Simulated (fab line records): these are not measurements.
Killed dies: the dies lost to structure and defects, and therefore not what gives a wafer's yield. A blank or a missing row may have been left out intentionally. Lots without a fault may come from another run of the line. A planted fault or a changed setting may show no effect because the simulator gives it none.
Problem report, 8D (eight disciplines) form, completed by code || flow sky130 || the parts of the form that need people (team, actions taken, sign-off) are left out

== 1. THE PROBLEM ==
At SKY_FIELD_ISO_CMP_27, time to endpoint s averages 223 s over 3 wafers from 2 lots, while fault-free wafers read 114 s, standard deviation 3.6. That is +30 standard deviations from the usual mean.
The step: polishes, stops on Si3N4, t overpolish 16 s, target thk 457.8 nm.
Seen first at day 5 09:26 on cmp-02, wafer L912.4. The record has a number at this step for 38 wafers belonging to 13 lots. Rule for "out", or "out of limits": more than 4 standard deviations from the usual mean. The other wafers with a number count as sound.

== 2. WHAT IT IS; WHAT IT IS NOT ==
{"question": "which readings at this step", "is": "time to endpoint s", "is not": "motor current A, overpolish run s"}
{"question": "which lots", "is": "L912, L914", "is not": "L900, L901, L902, L903, L904, L905, L906, L907, L909, L910, L920"}
{"question": "which wafers of those lots", "is": "L912.1, L912.4, L914.4", "is not": "L912.5, L914.6"}
{"question": "read on which tools", "is": "cmp-02", "is not": "cmp-01"}
{"question": "when", "is": "from day 5 09:26", "is not": "up to then (31 sound wafers); but 4 sound wafers of L914, L920 came after"}

== 3. SUSPECTS, AND WHAT RULES EACH OUT ==
Counting: if a tool at a process step up to the reading ran every lot that is out, it stays a suspect. Sound lots after the first of them don't rule it out here, since some wafers of a struck lot are sound.
- plasma asher-04 at SKY_FIELD_ISO_STRIP_16 (strips in O2/N2): kept. It processed each lot that is out (first: L912, day 5 06:08); up to then, its last sound lot is L905 (day 3 17:43).
- cmp-02 at SKY_FIELD_ISO_CMP_27 (polishes, stops on Si3N4, t overpolish 16 s, target thk 457.8 nm): kept. It processed each lot that is out (first: L912, day 5 09:26); up to then, its last sound lot is L909 (day 4 17:43). Its own time to endpoint s readings are out on those wafers.
Remaining after the count are plasma asher-04 at SKY_FIELD_ISO_STRIP_16 and cmp-02 at SKY_FIELD_ISO_CMP_27.

== 4. THE CAUSE (what the simulator had put in) ==
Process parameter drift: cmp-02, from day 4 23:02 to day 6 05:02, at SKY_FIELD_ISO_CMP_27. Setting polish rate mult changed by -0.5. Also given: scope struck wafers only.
2 suspects survive the count, and this tool is in that group.

== 5. THE EFFECT CHAIN, in route order ==
Rows list readings where the struck wafers' mean (over those with a number) sits beyond 3 standard deviations from the usual. Scope: only readings with a usual standard deviation given in the record; hours: median across lots of the time from each lot's start at the first step in this table that gives one to its start at this step; sigmas: change in usual standard deviations.
{"hours": 0, "step": "SKY_FIELD_ISO_CMP_27", "reading": "time to endpoint s", "usual": "114 s", "on struck wafers": 223, "change": "+109", "sigmas": "+30"}
Here are the process steps it includes:
- SKY_FIELD_ISO_CMP_27: polishes, stops on Si3N4, t overpolish 16 s, target thk 457.8 nm.
Later measuring or inspecting steps at which every struck wafer that the step has a row for has a number for every such reading, and none has moved that far: SKY_NWELL_THK_MEAS_02.

== 6. HOW IT WOULD HAVE BEEN CAUGHT EARLIER ==
In this record no reading fell out of limits until day 5 09:26, 10 hours after the fault had begun at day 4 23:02.
